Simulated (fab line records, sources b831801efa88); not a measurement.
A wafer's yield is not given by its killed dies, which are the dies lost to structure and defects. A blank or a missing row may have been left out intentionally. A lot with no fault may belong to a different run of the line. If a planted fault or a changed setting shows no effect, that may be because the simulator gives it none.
fab line records	flow sky130
[record] lots = 24	wafers = 72	last_day = 50
route steps=708 shown FIELD_ISO@18 CONTACT@407 METAL2@500 CAPM@539 VIA3@587
lots that met no fault: taken from a fault-free run of the same line
start_h: the number of hours between the record's first day and the start of the first shown wafer of the lot	wait_h: hours elapsed since this lot's preceding step	" repeats the value in the row above	L1.1+2: a row that stands for several wafers	- no value present, or no start provided	* or withheld: withheld	< > ~ a bound
route shown NAME@n: a module of which the file shows steps, and the number in the route of the first	usual: the fault-free wafers' mean and standard deviation	same: alike in all rows	chamber/n: place in a boat	sites: the reading at each site	_std_site: the standard deviation of these	_edge_site: outer sites' mean less inner sites'	radius_mm: for every site, how far away it sits from the centre of the wafer	mask NAME#n: copy n	behind: tool/chamber where the wafer was last shaped	hold: what put the lot on hold/how long, in hours/how the hold closed	device: the n, p or np transistor that did not switch	end of line: tests of these same wafers at the route's end	where a step has no rows: the recipe by itself	killed: dies lost to structure and defects at the first sort, not the wafer's yield	map: per-die view of a wafer (x killed, . not killed, _ where there is no die)
set.NAME: the setting the step ran with; set.NAME@STEP: the setting that earlier step ran with	model.NAME: the simulator's own value behind a step, which no gauge read
one table for each step of the route and one row for each wafer, over a sample of lots
services: a tool's chamber out of use, with start hour (start_h, from the record's first day; less than 0 if before it), hours out, and reason
[[steps]]
[step SKY_FIELD_ISO_ETCH_17]
[recipe] target_depth_a = 3420	mask_material = Si3N4	chemistry = HBr/Cl2/O2	target = Si	taper_deg = 5	icp_w = 600	bias_w = 150	pressure_mtorr = 15	HBr_flow_sccm = 150	Cl2_flow_sccm = 40	O2_flow_sccm = 6	time_s = 97.7
[usual] drypump_motor_current_A = 5.6/0.43	oes_product_au = 0.994/0.019	throttle_valve_pct = 25.660/0.015
[same] time_s = 97.7
lot.wafer	tool	chamber	start_h	wait_h	drypump_motor_current_A	oes_product_au	rf_hours_counter_h	throttle_valve_pct
L074.2	rie_si-01	3	30.14	0.1	5.3	0.974	2	25.681
L074.3	"	0	"	"	6.4	1.037	1	25.651
L074.4	"	1	"	"	5.5	1.011	-	25.669
L075.2	rie_si-01	0	34.25	0.1	6.4	1.034	1	25.636
L075.4	"	3	"	"	5.3	0.983	-	25.676
L075.5	"	1	"	"	5.5	1.023	-	25.638
L076.3	rie_si-02	2	39.08	0.0	5.4	1.001	94	25.655
L076.4	"	3	"	"	5.8	1.000	-	25.669
L076.6	"	2	"	"	5.4	1.001	-	25.653
L077.2	rie_si-02	0	45.00	0.1	5.8	0.985	1	25.651
L077.3	"	2	"	"	5.4	0.995	95	25.658
L077.4	"	0	"	"	5.8	0.985	-	25.669
L078.2	rie_si-02	3	50.79	0.1	5.8	0.996	3	25.665
L078.4	"	2	"	"	5.4	0.992	-	25.663
L078.6	"	3	"	"	5.8	0.986	-	25.650
L079.3	rie_si-01	2	54.59	0.0	5.1	1.006	0	25.658
L079.5	"	2	"	"	5.1	1.022	-	25.640
L079.6	"	1	"	"	5.5	0.996	-	25.644
L080.1	rie_si-01	3	62.60	0.1	5.3	0.963	2	25.660
L080.2	"	2	"	"	5.1	1.016	0	25.656
L080.4	"	1	"	"	5.5	0.996	21	25.657
L081.2	rie_si-02	3	65.99	0.1	5.8	0.987	3	25.669
L081.3	"	2	"	"	5.4	0.983	95	25.664
L081.5	"	1	"	"	6.2	0.968	-	25.673
L082.1	rie_si-02	1	70.68	0.1	6.2	0.982	124	25.666
L082.5	"	2	"	"	5.4	0.998	-	25.670
L082.6	"	1	"	"	6.2	0.970	-	25.680
L083.1	rie_si-01	2	76.04	0.1	5.1	1.006	0	25.641
L083.3	"	3	"	"	5.3	0.959	2	25.687
L083.4	"	1	"	"	5.5	0.995	21	25.640
L084.1	rie_si-01	1	83.30	0.1	5.5	1.002	21	25.668
L084.2	"	2	"	"	5.1	1.002	0	25.656
L084.6	"	1	"	"	5.5	1.001	-	25.654
L085.1	rie_si-02	1	87.23	0.1	6.2	0.966	125	25.667
L085.3	"	2	"	"	5.4	1.003	95	25.655
L085.4	"	0	"	"	5.8	0.984	1	25.687
L086.1	rie_si-01	2	92.15	0.1	5.1	1.003	0	25.663
L086.4	"	0	"	"	6.4	1.023	1	25.651
L086.6	"	3	"	"	5.3	0.960	-	25.671
L087.1	rie_si-01	3	96.30	0.1	5.3	0.958	2	25.674
L087.5	"	3	"	"	5.3	0.958	-	25.674
L087.6	"	2	"	"	5.1	1.018	-	25.636
L088.1	rie_si-02	0	105.99	0.1	5.8	0.992	2	25.669
L088.2	"	2	"	"	5.4	1.011	95	25.662
L088.4	"	3	"	"	5.8	0.988	4	25.658
L089.1	rie_si-01	2	106.33	0.1	5.1	1.015	1	25.662
L089.2	"	3	"	"	5.3	0.970	2	25.675
L089.6	"	3	"	"	5.3	0.968	-	25.686
L090.3	rie_si-01	2	116.12	0.0	5.1	1.002	1	25.651
L090.5	"	3	"	"	5.3	0.968	-	25.668
L090.6	"	0	"	"	6.4	1.034	-	25.629
L091.2	rie_si-01	0	124.05	0.1	6.4	1.019	1	25.628
L091.3	"	2	"	"	5.1	1.003	1	25.653
L091.5	"	2	"	"	5.1	1.011	-	25.653
L092.1	rie_si-02	2	124.40	0.1	5.4	1.011	95	25.680
L092.4	"	2	"	"	5.4	1.002	-	25.647
L092.5	"	3	"	"	5.8	0.995	-	25.656
L093.4	rie_si-01	2	127.89	0.0	5.1	0.998	1	25.659
L093.5	"	3	"	"	5.3	0.963	-	25.688
L093.6	"	2	"	"	5.1	0.999	-	25.666
L094.1	rie_si-02	0	134.32	0.1	5.9	0.994	2	25.676
L094.2	"	1	"	"	6.2	0.985	125	25.670
L094.5	"	3	"	"	5.8	1.005	-	25.650
L095.1	rie_si-01	2	136.99	0.1	5.1	1.010	1	25.644
L095.4	"	0	"	"	6.4	1.031	2	25.627
L095.6	"	2	"	"	5.1	1.012	-	25.654
L096.2	rie_si-02	1	142.67	0.1	6.2	0.988	125	25.658
L096.4	"	2	"	"	5.4	1.004	95	25.658
L096.5	"	2	"	"	5.4	1.009	-	25.658
L097.1	rie_si-01	2	148.45	0.1	5.1	1.006	1	25.639
L097.2	"	3	"	"	5.3	0.964	3	25.684
L097.3	"	0	"	"	6.4	1.006	2	25.650
[step SKY_CONTACT_THK_MEAS_01]
[recipe] reads = Si3N4_of_CONTACT_CVD_00
[usual] CONTACT_CVD_00_THK = 74.5/0.98
lot.wafer	tool	chamber	start_h	wait_h	CONTACT_CVD_00_THK[nm]
L074.2	film_metro-01	-	699.29	-	74.1
L074.3	"	-	"	"	75.0
L074.4	"	-	"	"	75.0
L075.2	film_metro-02	-	705.44	-	75.4
L075.4	"	-	"	"	76.3
L075.5	"	-	"	"	76.4
L076.3	film_metro-01	-	716.33	-	74.8
L076.4	"	-	"	"	75.5
L076.6	"	-	"	"	75.8
L077.2	film_metro-01	-	725.29	-	73.6
L077.3	"	-	"	"	73.4
L077.4	"	-	"	"	74.8
L078.2	film_metro-02	-	736.80	-	73.7
L078.4	"	-	"	"	73.8
L078.6	"	-	"	"	74.2
L079.3	film_metro-01	-	743.82	-	74.3
L079.5	"	-	"	"	74.4
L079.6	"	-	"	"	76.4
L081.2	film_metro-02	-	755.45	-	74.3
L081.3	"	-	"	"	74.1
L081.5	"	-	"	"	76.1
L080.1	film_metro-02	-	764.01	-	72.8
L080.2	"	-	"	"	72.6
L080.4	"	-	"	"	74.6
L082.1	film_metro-01	-	768.18	-	74.5
L082.5	"	-	"	"	74.9
L082.6	"	-	"	"	74.8
L083.1	film_metro-03	-	788.92	-	73.2
L083.3	"	-	"	"	75.0
L083.4	"	-	"	"	74.1
L084.1	film_metro-02	-	808.08	-	73.2
L084.2	"	-	"	"	75.4
L084.6	"	-	"	"	75.2
L085.1	film_metro-01	-	809.90	-	73.8
L085.3	"	-	"	"	73.8
L085.4	"	-	"	"	74.3
L086.1	film_metro-02	-	813.54	-	73.8
L086.4	"	-	"	"	75.6
L086.6	"	-	"	"	75.2
L087.1	film_metro-01	-	813.79	-	74.9
L087.5	"	-	"	"	76.0
L087.6	"	-	"	"	74.9
L088.1	film_metro-03	-	821.15	-	74.1
L088.2	"	-	"	"	73.7
L088.4	"	-	"	"	74.8
L089.1	film_metro-02	-	825.50	-	73.4
L089.2	"	-	"	"	75.1
L089.6	"	-	"	"	74.7
L090.3	film_metro-03	-	826.98	-	72.9
L090.5	"	-	"	"	74.3
L090.6	"	-	"	"	74.8
L092.1	film_metro-01	-	843.50	-	73.2
L092.4	"	-	"	"	74.6
L092.5	"	-	"	"	74.6
L091.2	film_metro-01	-	844.42	-	74.5
L091.3	"	-	"	"	73.9
L091.5	"	-	"	"	75.3
L093.4	film_metro-03	-	849.15	-	74.3
L093.5	"	-	"	"	73.0
L093.6	"	-	"	"	74.2
L094.1	film_metro-01	-	856.27	-	74.4
L094.2	"	-	"	"	74.0
L094.5	"	-	"	"	74.5
L095.1	film_metro-03	-	860.56	-	73.1
L095.4	"	-	"	"	73.6
L095.6	"	-	"	"	73.7
L096.2	film_metro-03	-	864.83	-	75.1
L096.4	"	-	"	"	74.1
L096.5	"	-	"	"	75.1
L097.1	film_metro-03	-	877.76	-	73.4
L097.2	"	-	"	"	74.8
L097.3	"	-	"	"	73.6
[step SKY_METAL2_DESCUM_17]
[recipe] chemistry = O2	source_power_w = 150	bias_power_w = 0	pressure_mtorr = 10	temp_c = 40	time_s = 8
[usual] drypump_motor_current_A = 6.10/0.28	oes_product_au = 1.010/0.014
[same] time_s = 8
lot.wafer	tool	chamber	start_h	wait_h	drypump_motor_current_A	oes_product_au	rf_hours_counter_h
L074.2	rie_metal-04	1	814.06	0.0	6.47	0.987	9
L074.3	"	0	"	"	6.11	0.994	-
L074.4	"	1	"	"	6.46	0.999	-
L075.2	rie_metal-02	0	818.43	0.0	6.20	1.016	-
L075.4	"	0	"	"	6.20	1.024	-
L075.5	"	0	"	"	6.22	1.019	-
L076.3	rie_metal-04	1	829.28	0.0	6.49	0.990	-
L076.4	"	0	"	"	6.12	1.001	-
L076.6	"	0	"	"	6.13	1.004	-
L077.2	rie_metal-02	0	836.27	0.0	6.14	1.034	12
L077.3	"	0	"	"	6.18	1.017	-
L077.4	"	1	"	"	6.05	1.010	-
L078.2	rie_metal-03	0	848.02	0.0	5.56	1.035	0
L078.4	"	0	"	"	5.56	1.033	-
L078.6	"	0	"	"	5.58	1.030	-
L079.3	rie_metal-04	1	855.35	0.0	6.47	0.991	-
L079.5	"	0	"	"	6.11	1.009	-
L079.6	"	1	"	"	6.48	0.995	-
L081.2	rie_metal-03	1	865.87	0.0	6.10	1.005	8
L081.3	"	0	"	"	5.56	1.026	-
L081.5	"	1	"	"	6.09	1.012	-
L080.1	rie_metal-02	1	874.11	0.0	6.03	1.004	2
L080.2	"	0	"	"	6.20	1.021	14
L080.4	"	0	"	"	6.18	1.019	-
L082.1	rie_metal-02	0	878.44	0.0	6.21	1.026	14
L082.5	"	1	"	"	6.05	0.993	-
L082.6	"	0	"	"	6.22	1.023	-
L083.1	rie_metal-03	1	899.52	0.0	6.13	0.993	10
L083.3	"	1	"	"	6.07	1.004	-
L083.4	"	0	"	"	5.58	1.017	-
L084.1	rie_metal-04	1	917.99	0.0	6.48	1.001	13
L084.2	"	0	"	"	6.12	0.990	6
L084.6	"	1	"	"	6.47	1.009	-
L085.1	rie_metal-03	1	919.31	0.0	6.15	1.007	11
L085.3	"	0	"	"	5.57	1.033	-
L085.4	"	1	"	"	6.15	1.010	-
L086.1	rie_metal-04	0	922.26	0.0	6.11	1.002	7
L086.4	"	1	"	"	6.50	1.015	-
L086.6	"	0	"	"	6.13	1.001	-
L087.1	rie_metal-04	0	923.41	0.0	6.13	0.994	7
L087.5	"	1	"	"	6.46	0.998	-
L087.6	"	0	"	"	6.13	1.004	-
L088.1	rie_metal-04	0	929.31	0.0	6.13	0.986	7
L088.2	"	1	"	"	6.46	1.002	14
L088.4	"	0	"	"	6.11	0.995	-
L089.1	rie_metal-03	0	932.76	0.0	5.54	1.028	5
L089.2	"	1	"	"	6.11	1.011	12
L089.6	"	0	"	"	5.57	1.034	-
L090.3	rie_metal-03	0	934.65	0.0	5.55	1.020	-
L090.5	"	1	"	"	6.08	0.999	-
L090.6	"	0	"	"	5.56	1.030	-
L092.1	rie_metal-03	0	950.63	0.0	5.55	1.030	5
L092.4	"	0	"	"	5.56	1.035	-
L092.5	"	0	"	"	5.56	1.038	-
L091.2	rie_metal-02	1	951.24	0.0	6.03	1.002	6
L091.3	"	1	"	"	6.04	1.002	-
L091.5	"	0	"	"	6.20	1.021	-
L093.4	rie_metal-04	1	955.32	0.0	6.48	1.008	-
L093.5	"	0	"	"	6.11	1.010	-
L093.6	"	1	"	"	6.51	1.007	-
L094.1	rie_metal-04	0	963.64	0.0	6.13	1.005	9
L094.2	"	0	"	"	6.13	1.002	-
L094.5	"	0	"	"	6.12	0.992	-
L095.1	rie_metal-02	1	967.69	0.0	6.03	1.013	7
L095.4	"	1	"	"	6.05	1.015	-
L095.6	"	0	"	"	6.20	1.021	-
L096.2	rie_metal-04	1	970.34	0.0	6.46	1.000	15
L096.4	"	1	"	"	6.47	1.007	-
L096.5	"	1	"	"	6.47	0.999	-
L097.1	rie_metal-02	1	983.29	0.0	6.03	1.001	7
L097.2	"	0	"	"	6.18	1.013	19
L097.3	"	1	"	"	6.03	1.020	-
[step SKY_CAPM_SPUTTER_02]
[recipe] material = TiN	target_thk_nm = 200	temp_c = 300	power_w = 6500	time_s = 172.5	chamber_pressure_pa = 0.4
[usual] throttle_valve_pct = 31.0/0.56
[same] time_s = 172.5
lot.wafer	tool	chamber	start_h	wait_h	throttle_valve_pct
L074.2	pvd_sputter-04	-	843.12	0.0	31.2
L074.3	"	-	"	"	31.3
L074.4	"	-	"	"	30.7
L075.2	pvd_sputter-04	-	847.29	0.0	31.0
L075.4	"	-	"	"	31.7
L075.5	"	-	"	"	31.5
L076.3	pvd_sputter-02	-	857.89	0.0	30.7
L076.4	"	-	"	"	31.2
L076.6	"	-	"	"	31.2
L077.2	pvd_sputter-02	-	864.91	0.0	31.2
L077.3	"	-	"	"	31.0
L077.4	"	-	"	"	30.8
L078.2	pvd_sputter-04	-	877.19	0.0	31.6
L078.4	"	-	"	"	31.7
L078.6	"	-	"	"	30.7
L079.3	pvd_sputter-01	-	884.12	0.0	29.7
L079.5	"	-	"	"	30.3
L079.6	"	-	"	"	29.8
L081.2	pvd_sputter-04	-	895.25	0.0	31.0
L081.3	"	-	"	"	30.7
L081.5	"	-	"	"	30.7
L080.1	pvd_sputter-01	-	903.02	0.1	30.6
L080.2	"	-	"	"	30.5
L080.4	"	-	"	"	29.5
L082.1	pvd_sputter-04	-	907.71	0.1	31.3
L082.5	"	-	"	"	31.9
L082.6	"	-	"	"	31.5
L083.1	pvd_sputter-04	-	928.00	0.1	32.0
L083.3	"	-	"	"	31.0
L083.4	"	-	"	"	31.4
L084.1	pvd_sputter-04	-	945.77	0.1	30.7
L084.2	"	-	"	"	31.6
L084.6	"	-	"	"	31.9
L085.1	pvd_sputter-04	-	946.89	0.1	31.4
L085.3	"	-	"	"	31.6
L085.4	"	-	"	"	31.0
L086.1	pvd_sputter-02	-	949.96	0.1	30.6
L086.4	"	-	"	"	31.5
L086.6	"	-	"	"	31.4
L087.1	pvd_sputter-04	-	951.16	0.1	31.4
L087.5	"	-	"	"	31.5
L087.6	"	-	"	"	31.0
L088.1	pvd_sputter-02	-	956.55	0.1	31.2
L088.2	"	-	"	"	30.9
L088.4	"	-	"	"	31.6
L089.1	pvd_sputter-04	-	960.18	0.1	31.0
L089.2	"	-	"	"	32.1
L089.6	"	-	"	"	31.8
L090.3	pvd_sputter-02	-	962.30	0.0	30.9
L090.5	"	-	"	"	31.0
L090.6	"	-	"	"	30.9
L092.1	pvd_sputter-01	-	978.04	0.1	30.4
L092.4	"	-	"	"	31.3
L092.5	"	-	"	"	30.3
L091.2	pvd_sputter-01	-	978.57	0.0	29.9
L091.3	"	-	"	"	31.2
L091.5	"	-	"	"	31.2
L093.4	pvd_sputter-01	-	983.07	0.0	30.5
L093.5	"	-	"	"	30.8
L093.6	"	-	"	"	31.2
L094.1	pvd_sputter-04	-	991.29	0.1	31.9
L094.2	"	-	"	"	31.3
L094.5	"	-	"	"	31.4
L095.1	pvd_sputter-02	-	994.17	0.1	31.0
L095.4	"	-	"	"	31.5
L095.6	"	-	"	"	31.1
L096.2	pvd_sputter-04	-	997.45	0.0	32.0
L096.4	"	-	"	"	31.1
L096.5	"	-	"	"	31.9
L097.1	pvd_sputter-01	-	1009.34	0.1	29.9
L097.2	"	-	"	"	30.6
L097.3	"	-	"	"	31.2
[step SKY_VIA3_ETCH_14]
[recipe] chemistry = N2/H2	target = BARC	ion_energy_ev = 200	source_w = 512.5	bias_w = 100	pressure_mtorr = 30	n2_flow_sccm = 100	h2_flow_sccm = 200	stop_on = SiO2	time_s = 45.9	target_depth_a = 600
[usual] drypump_motor_current_A = 5.62/0.28	h2_flow_sccm = 199.9/0.57	oes_product_au = 0.855/0.0046	throttle_valve_pct = 13.222/0.0088
[same] time_s = 45.9
lot.wafer	tool	chamber	start_h	wait_h	drypump_motor_current_A	h2_flow_sccm	oes_product_au	rf_hours_counter_h	throttle_valve_pct
L074.2	rie_diel-02	0	921.99	0.0	5.56	199.5	0.852	15	13.221
L074.3	"	3	"	"	6.17	199.6	0.864	12	13.218
L074.4	"	2	"	"	5.97	199.5	0.854	11	13.209
L075.2	rie_diel-03	2	926.87	0.0	5.72	200.5	0.860	26	13.212
L075.4	"	1	"	"	5.84	200.3	0.860	23	13.225
L075.5	"	2	"	"	5.72	200.3	0.860	-	13.220
L076.3	rie_diel-02	3	935.97	0.0	6.19	200.1	0.850	13	13.219
L076.4	"	2	"	"	6.00	200.9	0.852	11	13.220
L076.6	"	3	"	"	6.23	200.7	0.854	-	13.227
L077.2	rie_diel-04	1	942.37	0.0	5.69	199.6	0.849	8	13.214
L077.3	"	2	"	"	5.47	199.9	0.854	16	13.212
L077.4	"	3	"	"	5.64	201.9	0.849	1	13.223
L078.2	rie_diel-02	2	954.16	0.0	5.96	200.7	0.860	12	13.228
L078.4	"	0	"	"	5.53	201.2	0.860	17	13.222
L078.6	"	0	"	"	5.55	200.6	0.854	-	13.224
L079.3	rie_diel-02	3	960.73	0.0	6.18	199.2	0.850	14	13.222
L079.5	"	0	"	"	5.58	199.5	0.853	-	13.239
L079.6	"	1	"	"	5.33	200.1	0.845	-	13.221
L081.2	rie_diel-03	0	971.59	0.0	5.05	199.1	0.861	9	13.213
L081.3	"	3	"	"	5.37	198.5	0.852	4	13.210
L081.5	"	0	"	"	5.06	199.6	0.859	-	13.223
L080.1	rie_diel-02	2	979.21	0.0	5.96	199.6	0.853	13	13.227
L080.2	"	3	"	"	6.20	199.3	0.861	14	13.239
L080.4	"	0	"	"	5.55	199.9	0.851	-	13.222
L082.1	rie_diel-04	3	984.24	0.0	5.63	200.4	0.854	2	13.213
L082.5	"	1	"	"	5.69	199.5	0.855	-	13.217
L082.6	"	2	"	"	5.46	200.5	0.859	-	13.228
L083.1	rie_diel-04	2	1001.67	0.0	5.46	200.3	0.861	18	13.215
L083.3	"	0	"	"	5.79	199.4	0.857	0	13.228
L083.4	"	1	"	"	5.70	200.5	0.854	10	13.222
L084.1	rie_diel-04	1	1018.72	0.0	5.67	200.4	0.859	10	13.221
L084.2	"	3	"	"	5.64	200.3	0.854	3	13.223
L084.6	"	2	"	"	5.46	201.0	0.856	-	13.225
L085.1	rie_diel-04	1	1020.56	0.0	5.66	199.5	0.851	10	13.221
L085.3	"	2	"	"	5.47	200.4	0.852	19	13.222
L085.4	"	0	"	"	5.76	200.7	0.859	1	13.227
L086.1	rie_diel-03	2	1022.92	0.0	5.75	200.1	0.853	30	13.216
L086.4	"	1	"	"	5.82	200.1	0.864	26	13.240
L086.6	"	1	"	"	5.85	199.0	0.851	-	13.210
L087.1	rie_diel-02	3	1024.21	0.0	6.14	200.0	0.849	16	13.219
L087.5	"	3	"	"	6.18	199.6	0.860	-	13.214
L087.6	"	0	"	"	5.55	199.4	0.858	-	13.222
L088.1	rie_diel-03	0	1030.04	0.0	5.08	201.2	0.852	11	13.225
L088.2	"	3	"	"	5.35	199.8	0.855	6	13.219
L088.4	"	2	"	"	5.77	199.9	0.852	30	13.231
L089.1	rie_diel-04	2	1032.99	0.0	5.43	199.6	0.847	19	13.218
L089.2	"	3	"	"	5.63	199.9	0.854	4	13.224
L089.6	"	3	"	"	5.65	200.3	0.857	-	13.212
L090.3	rie_diel-04	1	1034.32	0.0	5.67	199.6	0.850	11	13.227
L090.5	"	1	"	"	5.68	199.6	0.843	-	13.198
L090.6	"	0	"	"	5.78	200.1	0.852	-	13.220
L092.1	rie_diel-03	0	1048.57	0.0	5.09	199.9	0.863	12	13.229
L092.4	"	0	"	"	5.07	200.0	0.854	-	13.228
L092.5	"	3	"	"	5.36	198.9	0.860	-	13.235
L091.2	rie_diel-04	2	1049.46	0.0	5.46	200.0	0.854	20	13.211
L091.3	"	0	"	"	5.76	199.8	0.857	2	13.229
L091.5	"	1	"	"	5.70	199.7	0.848	-	13.230
L093.4	rie_diel-02	2	1053.51	0.0	5.96	199.2	0.853	-	13.209
L093.5	"	0	"	"	5.52	200.3	0.854	-	13.235
L093.6	"	1	"	"	5.34	200.9	0.857	-	13.213
L094.1	rie_diel-03	3	1059.39	0.0	5.36	199.6	0.857	7	13.219
L094.2	"	1	"	"	5.84	201.0	0.853	28	13.218
L094.5	"	0	"	"	5.06	200.2	0.849	-	13.215
L095.1	rie_diel-04	1	1064.16	0.0	5.69	200.6	0.852	12	13.215
L095.4	"	0	"	"	5.78	199.5	0.855	2	13.224
L095.6	"	1	"	"	5.68	199.7	0.860	-	13.225
L096.2	rie_diel-03	2	1068.11	0.0	5.74	199.8	0.852	0	13.228
L096.4	"	1	"	"	5.85	199.7	0.846	28	13.235
L096.5	"	2	"	"	5.72	200.4	0.850	-	13.209
L097.1	rie_diel-03	0	1076.32	0.0	5.04	200.3	0.857	13	13.217
L097.2	"	2	"	"	5.76	200.3	0.848	1	13.229
L097.3	"	3	"	"	5.38	200.2	0.855	8	13.215
[step SKY_VIA3_RS_MEAS_22]
[recipe] thk_meas_gauge = four-point-probe	reads = W_of_VIA3_CVD_21+TiN_of_VIA3_SPUTTER_20
[usual] VIA3_W_RS = 0.292/0.0043
lot.wafer	tool	chamber	start_h	wait_h	VIA3_W_RS[ohm/sq]
L074.2	film_metro-03	-	922.88	0.1	0.293
L074.3	"	-	"	"	0.298
L074.4	"	-	"	"	0.300
L075.2	film_metro-02	-	927.78	0.1	0.283
L075.4	"	-	"	"	0.285
L075.5	"	-	"	"	0.286
L076.3	film_metro-03	-	937.25	0.1	0.291
L076.4	"	-	"	"	0.295
L076.6	"	-	"	"	0.289
L077.2	film_metro-03	-	943.27	0.1	0.290
L077.3	"	-	"	"	0.290
L077.4	"	-	"	"	0.296
L078.2	film_metro-03	-	955.06	0.1	0.301
L078.4	"	-	"	"	0.304
L078.6	"	-	"	"	0.297
L079.3	film_metro-03	-	961.68	0.1	0.295
L079.5	"	-	"	"	0.295
L079.6	"	-	"	"	0.297
L081.2	film_metro-02	-	972.48	0.1	0.282
L081.3	"	-	"	"	0.283
L081.5	"	-	"	"	0.294
L080.1	film_metro-04	-	980.10	0.1	0.295
L080.2	"	-	"	"	0.295
L080.4	"	-	"	"	0.296
L082.1	film_metro-02	-	985.15	0.1	0.296
L082.5	"	-	"	"	0.297
L082.6	"	-	"	"	0.293
L083.1	film_metro-02	-	1002.67	0.2	0.289
L083.3	"	-	"	"	0.289
L083.4	"	-	"	"	0.290
L084.1	film_metro-03	-	1019.62	0.1	0.289
L084.2	"	-	"	"	0.294
L084.6	"	-	"	"	0.292
L085.1	film_metro-04	-	1021.51	0.1	0.295
L085.3	"	-	"	"	0.293
L085.4	"	-	"	"	0.294
L086.1	film_metro-02	-	1023.81	0.1	0.293
L086.4	"	-	"	"	0.294
L086.6	"	-	"	"	0.290
L087.1	film_metro-03	-	1025.12	0.1	0.295
L087.5	"	-	"	"	0.301
L087.6	"	-	"	"	0.292
L088.1	film_metro-04	-	1030.92	0.1	0.294
L088.2	"	-	"	"	0.291
L088.4	"	-	"	"	0.296
L089.1	film_metro-02	-	1033.87	0.1	0.286
L089.2	"	-	"	"	0.293
L089.6	"	-	"	"	0.294
L090.3	film_metro-04	-	1035.24	0.1	0.289
L090.5	"	-	"	"	0.290
L090.6	"	-	"	"	0.288
L092.1	film_metro-02	-	1049.45	0.1	0.293
L092.4	"	-	"	"	0.290
L092.5	"	-	"	"	0.296
L091.2	film_metro-02	-	1050.36	0.1	0.289
L091.3	"	-	"	"	0.293
L091.5	"	-	"	"	0.292
L093.4	film_metro-03	-	1054.77	0.1	0.288
L093.5	"	-	"	"	0.285
L093.6	"	-	"	"	0.288
L094.1	film_metro-04	-	1060.27	0.1	0.292
L094.2	"	-	"	"	0.288
L094.5	"	-	"	"	0.288
L095.1	film_metro-03	-	1065.04	0.1	0.295
L095.4	"	-	"	"	0.289
L095.6	"	-	"	"	0.298
L096.2	film_metro-03	-	1069.05	0.1	0.295
L096.4	"	-	"	"	0.290
L096.5	"	-	"	"	0.295
L097.1	film_metro-03	-	1077.21	0.1	0.290
L097.2	"	-	"	"	0.293
L097.3	"	-	"	"	0.291
[[services]]
tool	chamber	start_h	hours	kind
rie_si-01	-	11.82	2.8	pm
rie_si-02	0	60.30	14.2	repair
rie_si-01	0	78.16	6.5	repair
rie_si-02	2	93.08	8.2	repair
rie_si-02	0	119.50	6.5	repair
rie_metal-04	-	194.74	1.4	pm
rie_si-02	3	207.30	7.6	repair
pvd_sputter-04	-	271.06	1.3	repair
pvd_sputter-04	-	350.48	4.5	repair
rie_si-01	1	351.05	11.0	repair
rie_si-01	0	362.30	3.7	repair
rie_si-01	2	363.92	5.6	repair
rie_si-01	3	545.56	8.0	repair
rie_si-01	3	633.96	14.0	repair
rie_si-01	-	640.67	0.5	repair
rie_si-01	3	656.14	5.8	repair
rie_si-01	0	702.11	26.6	repair
rie_si-01	2	721.30	1.8	repair
rie_si-01	3	775.40	4.5	repair
rie_si-01	-	784.81	0.8	repair
rie_si-01	2	829.10	4.5	repair
rie_si-01	2	846.22	9.7	repair
rie_si-01	2	1003.30	3.7	repair
pvd_sputter-04	-	1073.62	3.0	repair
[[key]]
fault none
